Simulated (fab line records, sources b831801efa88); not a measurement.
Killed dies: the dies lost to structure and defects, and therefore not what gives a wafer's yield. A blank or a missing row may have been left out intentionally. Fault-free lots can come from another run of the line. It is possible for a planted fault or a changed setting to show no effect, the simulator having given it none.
The tool behind it: which one? :: flow gf180mcu :: 18 wafers from 6 lots sampled at 3 of the route's 602 steps

WHAT EACH GAUGE READ, for each wafer
GF_POLY_GATE_CD_MEAS_10: target cd 280 nm.
lot: L258
measured: day 9 19:17
on: cd_sem-01
cd_nm (nm): 279.8 279.2 278.1

lot: L262
measured: day 11 02:47
on: cd_sem-01
cd_nm (nm): 280.4 280.4 280.3

lot: L267
measured: day 12 15:15
on: cd_sem-01
cd_nm (nm): 280.0 279.4 277.9

lot: L271
measured: day 13 17:21
on: cd_sem-02
cd_nm (nm): 280.4 279.7 279.5

lot: L273
measured: day 14 07:07
on: cd_sem-01
cd_nm (nm): 281.3 280.5 281.2

lot: L276
measured: day 15 08:13
on: cd_sem-02
cd_nm (nm): 279.6 281.5 280.0

TOOL THAT RAN EACH LOT (tool first, then ch and the chambers of the sampled wafers, then the start)
lot: L258
GF_STI_CMP_25: cmp-02 ch 1,2,3, day 2 13:53
GF_DUAL_GATE_STRIP_13: plasma_asher-02 ch 0,1, day 8 22:35

lot: L262
GF_STI_CMP_25: cmp-02 ch 0,1, day 3 12:18
GF_DUAL_GATE_STRIP_13: plasma_asher-02 ch 0,1, day 10 05:10

lot: L267
GF_STI_CMP_25: cmp-02 ch 0,3, day 4 13:57
GF_DUAL_GATE_STRIP_13: plasma_asher-02 ch 0,1, day 11 16:38

lot: L271
GF_STI_CMP_25: cmp-02 ch 0,1,3, day 5 10:11
GF_DUAL_GATE_STRIP_13: plasma_asher-02 ch 0,1, day 12 16:08

lot: L273
GF_STI_CMP_25: cmp-02 ch 0,2,3, day 5 21:04
GF_DUAL_GATE_STRIP_13: plasma_asher-01 ch 0,1, day 13 07:54

lot: L276
GF_STI_CMP_25: cmp-02 ch 0,2,3, day 6 12:53
GF_DUAL_GATE_STRIP_13: plasma_asher-04 ch 0, day 14 07:36
- GF_STI_CMP_25: polishes, stops on Si3N4, t overpolish 33 s, target thk 524.6 nm.
- GF_DUAL_GATE_STRIP_13: strips in O2/N2.

THE ANSWER, worked out from the rows above alone
Rule: usual is defined by the lots themselves. The widest of any qualifying gaps counts: lots, ordered by their means at a reading, are off when they make up no more than a third of the lots, leave a main group of 4 or more, and stand apart from it by 3 or more times the standard deviation of that group's means. A main group whose means are all the same, to the digits that the tables above print for the reading, isn't used. A lot without any number at a reading at which 4 lots or more have one is off too. Where the step has rows for the other lots, those lots are counted as sound.
No lot is off on any of the readings shown, so nothing can be concluded from this.

WHAT THE SIMULATOR HAD INSERTED
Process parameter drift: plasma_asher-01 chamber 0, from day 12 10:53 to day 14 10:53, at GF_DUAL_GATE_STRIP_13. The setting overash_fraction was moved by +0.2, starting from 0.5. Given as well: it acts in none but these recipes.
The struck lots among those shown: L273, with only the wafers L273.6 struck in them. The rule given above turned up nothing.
